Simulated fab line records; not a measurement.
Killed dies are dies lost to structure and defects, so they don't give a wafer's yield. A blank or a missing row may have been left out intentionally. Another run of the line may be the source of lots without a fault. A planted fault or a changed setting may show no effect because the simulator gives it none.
Which tool did it? -- flow gf180mcu -- 13 lots, 39 wafers sampled, at 4 steps of a route of 602

== WHAT EACH GAUGE READ, for each wafer ==
GF_LVPWELL_OVL_MEAS_07.
lot,measured,on,LVPWELL_OVL (nm)
L750,day 4 01:02,overlay-02,-0.4 -1.2 -0.8
L751,day 4 08:35,overlay-01,-0.4 0.5 -1.3
L753,day 4 19:02,overlay-02,-1.5 -1.5 -0.1
L756,day 5 12:53,overlay-02,- - -
L758,day 6 00:23,overlay-02,-0.2 -0.3 0.6
L759,day 6 06:24,overlay-01,-1.5 -1.3 -2.5
L763,day 7 04:08,overlay-02,-1.6 -0.4 -0.5
L764,day 7 11:05,overlay-02,-1.5 -3.4 -2.7
L766,day 7 19:47,overlay-02,0.2 0.5 -1.0
L767,day 8 02:53,overlay-02,0.8 0.3 0.9
L768,day 8 06:26,overlay-02,-2.3 -1.3 -2.9
L769,day 8 14:47,overlay-02,0.4 0.5 0.6
L772,day 9 06:48,overlay-01,0.9 -0.6 0.6

GF_LVPWELL_TW_MEAS_11.
lot,measured,on,LVPWELL_TW
L750,day 4 01:28,film metro-04,558 557 560
L751,day 4 09:02,film metro-01,556 557 555
L753,day 4 19:28,film metro-01,558 557 556
L756,day 5 13:19,film metro-01,30 30 30
L758,day 6 00:49,film metro-03,575 570 573
L759,day 6 06:50,film metro-04,559 555 559
L763,day 7 04:34,film metro-04,554 556 556
L764,day 7 11:32,film metro-01,555 555 558
L766,day 7 20:13,film metro-01,555 555 552
L767,day 8 03:20,film metro-03,573 569 570
L768,day 8 06:53,film metro-03,568 571 568
L769,day 8 15:13,film metro-04,560 557 559
L772,day 9 07:15,film metro-04,560 560 557

GF_MVSD_OVL_MEAS_07.
lot,measured,on,MVSD_OVL (nm)
L750,day 4 15:08,overlay-02,-0.7 0.1 -1.9
L751,day 4 22:58,overlay-01,-1.2 -1.6 -0.6
L753,day 5 08:41,overlay-01,-3.1 0.3 -1.4
L756,day 6 04:37,overlay-02,-3.3 -2.7 -1.9
L758,day 6 16:14,overlay-01,0.6 -0.8 0.1
L759,day 6 21:37,overlay-02,-0.9 -0.9 -1.4
L763,day 7 20:46,overlay-01,-1.0 -1.3 -0.4
L764,day 8 03:20,overlay-02,-2.5 -1.0 -2.5
L766,day 8 12:02,overlay-01,-2.2 0.1 -1.2
L767,day 8 19:41,overlay-02,-1.5 -2.2 -2.9
L768,day 8 23:41,overlay-01,-2.1 0.0 -0.9
L769,day 9 07:53,overlay-01,-2.2 -2.1 -2.4
L772,day 9 23:34,overlay-01,-1.3 0.3 0.2

== TOOL THAT RAN EACH LOT (tool first, then ch and the chambers of the sampled wafers, then the start) ==
lot,GF_LVPWELL_EXPOSE_04
L750,"iline stepper-02 ch 0, day 3 18:40"
L751,"iline stepper-02 ch 0, day 4 02:01"
L753,"iline stepper-01 ch 0, day 4 12:10"
L756,"iline stepper-02 ch 0, day 5 05:54"
L758,"iline stepper-02 ch 0, day 5 17:38"
L759,"iline stepper-01 ch 0, day 5 23:05"
L763,"iline stepper-02 ch 0, day 6 20:28"
L764,"iline stepper-02 ch 0, day 7 03:13"
L766,"iline stepper-02 ch 0, day 7 11:37"
L767,"iline stepper-02 ch 0, day 7 18:49"
L768,"iline stepper-02 ch 0, day 7 22:43"
L769,"iline stepper-01 ch 0, day 8 06:14"
L772,"iline stepper-01 ch 0, day 8 22:14"
- GF_LVPWELL_EXPOSE_04: exposes mask LVPWELL, target cd 600 nm.

== WHAT THE TOOLS THEMSELVES READ (means of the sampled wafers that have a number; where no wafer has one, the mark that the record gives instead) ==
GF_LVPWELL_EXPOSE_04.
lot,tool,reticle temp C (C)
L750,iline stepper-02,22.95
L751,iline stepper-02,22.95
L753,iline stepper-01,23.01
L756,iline stepper-02,23.02
L758,iline stepper-02,23.04
L759,iline stepper-01,22.92
L763,iline stepper-02,22.94
L764,iline stepper-02,22.97
L766,iline stepper-02,23.01
L767,iline stepper-02,22.95
L768,iline stepper-02,22.99
L769,iline stepper-01,22.95
L772,iline stepper-01,22.96

== THE ANSWER, worked out from the rows above alone ==
Rule: usual is defined by the lots themselves. Put in order of their means at a reading, lots are off if they are a third of the lots or fewer, leave a main group of 4 or more, and stand apart from it by a gap of 3 or more times the standard deviation of the main group's means; of several such gaps the widest counts. If all means in a main group match to the digits the tables above print for the reading, that group is not used. Also off: a lot with no number at a reading for which 4 or more lots have one. Any other lot the step has rows for is counted as sound. The gauges are gone through in route order, then the tools' own readings, and for those a lot's mean is taken as printed above. The first step at which some lot is off is used, and at that step the reading that is off furthest; a lot without a number counts as furthest.
Off: L756, seen at GF_LVPWELL_OVL_MEAS_07 (LVPWELL_OVL). Without a number there: L756. The main group: mean -0.7 nm, standard deviation 1.
If a tool, at a process step before that reading, ran all the lots that are off and no sound lot after the first of them, it fits. Not tried: the gauges at GF_LVPWELL_OVL_MEAS_07; whatever is off there is also off at GF_LVPWELL_TW_MEAS_11, on other tools, and gauge error can't account for it. None of those tried fits.

== WHAT THE SIMULATOR HAD PUT IN ==
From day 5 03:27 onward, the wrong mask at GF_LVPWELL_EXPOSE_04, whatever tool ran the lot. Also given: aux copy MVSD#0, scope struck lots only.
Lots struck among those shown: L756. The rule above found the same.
